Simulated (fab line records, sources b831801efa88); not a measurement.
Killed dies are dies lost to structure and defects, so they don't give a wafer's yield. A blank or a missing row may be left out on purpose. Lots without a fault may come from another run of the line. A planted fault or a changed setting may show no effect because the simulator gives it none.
A struck lot beside a sound one | flow sfq_line | 15 steps out of a route of 325
Sound: wafers L128.1, L128.3, L128.6. Struck: wafers L136.3, L136.4, L136.5. The cause comes at the end.
At each step with rows: each side's tool, then ch and its chambers, then its first start. Under that, the readings that differ: sound wafers | struck wafers | difference of the means | sigmas: that difference in standard deviations of wafers without a fault.
alike: readings whose means differ by less than 2 such deviations, and words and numbers that are the same on both sides. not compared: withheld readings, readings that some wafer has no value for, bounds like >300 that may hide the same value, and numbers for which the record gives no deviation and whose values overlap.
The two part at a step that has a row with sigmas, a row that says differs or no value, or rows on one side only. Numbers that don't overlap but have no deviation are shown without sigmas and don't part them. A reading that every wafer of one side lacks parts them only if that side has two wafers or more.

SFQ_I5_OVL_MEAS_936:
  sound on overlay-02, day 61 10:40; struck on overlay-02, day 65 01:12
  alike: I5_OVL
SFQ_TRILAYER_I5_BARC_OPEN_VIA_ETCH_200: etches BARC in O2, target depth 125 nm, time 41.7 s.
  sound on rie_diel-03 ch 0,1,3, day 61 10:42; struck on rie_diel-01 ch 0,2, day 65 01:14
  alike: bias_w, drypump_motor_current_A, oes_product_au, run_length_s
  not compared: rf_hours_counter_h
SFQ_TRILAYER_I5_ETCH_VIA_ETCH_147: etches the open film in CHF3, stops on Nb, target depth 360 nm.
  sound on rie_diel-03 ch 0,1,3, day 61 10:44; struck on rie_diel-01 ch 0,2, day 65 01:16
  alike: bias_w, drypump_motor_current_A, oes_product_au
SFQ_TRILAYER_I5_STRIP_STRIP_148: strips in O2.
  sound on rie_metal-01 ch 0,1, day 61 10:53; struck on rie_metal-01 ch 0,1, day 65 01:37
  alike: drypump_motor_current_A, oes_product_au
  not compared: rf_hours_counter_h
then, 7 steps without rows for these wafers: SFQ_TRILAYER_I5_STRIP_SOLV_CLEAN_149 (cleans in NMP, time 600 s); SFQ_TRILAYER_C5_LITHO_COAT_156 (resist thk 62 nm); SFQ_TRILAYER_C5_LITHO_COAT_151 (resist thk 650 nm); SFQ_TRILAYER_C5_LITHO_SOFTBAKE_155; SFQ_TRILAYER_C5_LITHO_EXPOSE_152 (exposes mask C5, target cd 500 nm); SFQ_TRILAYER_C5_LITHO_PEB_154 (peb time 60 s); SFQ_TRILAYER_C5_LITHO_DEVELOP_153 (time 60 s).
SFQ_C5_OVL_MEAS_937:
  sound on overlay-01, day 61 17:01; struck on overlay-01, day 65 04:27
  alike: C5_OVL
SFQ_TRILAYER_C5_BARC_OPEN_VIA_ETCH_210: etches BARC in O2, target depth 125 nm, time 41.7 s.
  sound on rie_diel-02 ch 1,3, day 61 17:03; struck on rie_diel-04 ch 0,2,3, day 65 04:29
  reading                                             | sound             | struck            | difference | sigmas
  oes_product_au (a.u.)                               | 0.691 0.685 0.684 | 0.621 0.621 0.617 | -0.067     | -15
  run_length_s (s)                                    | 70.4 69.5 69.3    | 81.3 81.8 81.1    | +11.7      | +23
  model.KrF_of_TRILAYER_C5_LITHO_COAT_151.thk_nm (nm) | 577.6 578 579.4   | 565.4 565.2 564.6 | -13.3      |
  alike: bias_w, drypump_motor_current_A
  not compared: rf_hours_counter_h
SFQ_TRILAYER_C5_ETCH_VIA_ETCH_154: etches SiO2 in CHF3, stops on Nb, target depth 84 nm.
  sound on rie_diel-02 ch 1,3, day 61 17:05; struck on rie_diel-04 ch 0,2,3, day 65 04:31
  reading                                             | sound             | struck          | difference | sigmas
  model.KrF_of_TRILAYER_C5_LITHO_COAT_151.thk_nm (nm) | 563.1 563.6 564.9 | 551 550.8 549.9 | -13        |
  alike: bias_w, drypump_motor_current_A, oes_product_au
SFQ_TRILAYER_C5_STRIP_STRIP_155: strips in O2.
  sound on rie_metal-03 ch 1, day 61 17:08; struck on rie_metal-02 ch 0,1, day 65 04:46
  alike: drypump_motor_current_A, oes_product_au
  not compared: rf_hours_counter_h

WHERE THEY PART
Only at SFQ_TRILAYER_C5_BARC_OPEN_VIA_ETCH_210, within this record. Later steps at which nothing parts them and some readings are alike: SFQ_TRILAYER_C5_ETCH_VIA_ETCH_154, SFQ_TRILAYER_C5_STRIP_STRIP_155.

WHY: what the simulator had put in
Process parameter drift: rie_diel-04, from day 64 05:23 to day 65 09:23, at SFQ_TRILAYER_C5_BARC_OPEN_VIA_ETCH_210. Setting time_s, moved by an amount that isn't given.
